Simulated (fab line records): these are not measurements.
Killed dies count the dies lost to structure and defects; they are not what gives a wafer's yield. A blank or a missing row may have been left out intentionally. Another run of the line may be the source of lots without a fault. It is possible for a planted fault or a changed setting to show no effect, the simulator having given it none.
One fault through the eyes of 2 desks :: flow sky130 :: numbers are kept per desk, each desk with only its own; the story behind them comes last

AT THE TOOL OWNER'S DESK: pvd_sputter-04
At SKY_LOCAL_INTERCONNECT_SPUTTER_00 (material TiN, target thk 100 nm, time 83.3 s) the tool's own readings: per lot run on this tool, the mean of the sampled wafers that have a number. Marked OUT: a lot whose mean sits more than 4 standard deviations from the usual mean, which makes it out of limits; the brackets give that distance.
Columns: A = throttle_valve_pct at SKY_LOCAL_INTERCONNECT_SPUTTER_00, usual 30.1 %
lot: L827
first seen here: day 30 00:59
A: 28.5

lot: L829
first seen here: day 31 10:14
A: 30.3

lot: L835
first seen here: day 33 07:32
A: 30.0

lot: L836
first seen here: day 33 11:14
A: 28.7
Finding of this desk: none of the 4 lots has anything out of limits.

FROM THE METROLOGY DESK
What the gauges read, lot by lot, whatever tool the lot ran on: means of the sampled wafers that have a number. Marked OUT: a lot whose mean sits more than 4 standard deviations from the usual mean, which makes it out of limits; the brackets give that distance.
Columns: A = LOCAL_INTERCONNECT_TIN_RS at SKY_LOCAL_INTERCONNECT_RS_MEAS_01, usual 14.09 ohm/sq; B = LOCAL_INTERCONNECT_TIN_THK at SKY_LOCAL_INTERCONNECT_THK_MEAS_02, usual 99.2 nm; C = METAL2_ALCU_THK at SKY_METAL2_THK_MEAS_06, usual 245 nm; D = VIA4_HDPCVD_THK at SKY_VIA4_THK_MEAS_01, usual 1754 nm
lot: L825
first seen here: day 29 16:48
A: 14.01
B: 99.5
C: 247
D: 1718

lot: L827
first seen here: day 30 01:07
A: 14.21
B: 98.2
C: 245
D: 1745

lot: L829
first seen here: day 31 10:19
A: 13.99
B: 101.0
C: 248
D: 1772

lot: L834
first seen here: day 32 19:29
A: 13.99
B: 99.5
C: 243
D: 1760

lot: L835
first seen here: day 33 07:38
A: 14.35
B: 98.1
C: 242
D: 1739

lot: L836
first seen here: day 33 11:17
A: 14.37
B: 97.1
C: 243
D: 1761

lot: L838
first seen here: day 34 02:49
A: 14.12
B: 99.6
C: 243
D: 1766

lot: L840
first seen here: day 34 21:33
A: 14.08
B: 100.1
C: 244
D: 1761

lot: L844
first seen here: day 35 16:11
A: 13.90
B: 100.0
C: 241
D: 1757

lot: L846
first seen here: day 36 12:41
A: 14.14
B: 98.2
C: 245
D: 1757
Finding of this desk: none of the 10 lots has anything out of limits.

ALL TOGETHER
The tool owner's desk saw nothing out of limits.
Metrology desk: nothing out of limits seen.

WHAT THE SIMULATOR HAD INSERTED
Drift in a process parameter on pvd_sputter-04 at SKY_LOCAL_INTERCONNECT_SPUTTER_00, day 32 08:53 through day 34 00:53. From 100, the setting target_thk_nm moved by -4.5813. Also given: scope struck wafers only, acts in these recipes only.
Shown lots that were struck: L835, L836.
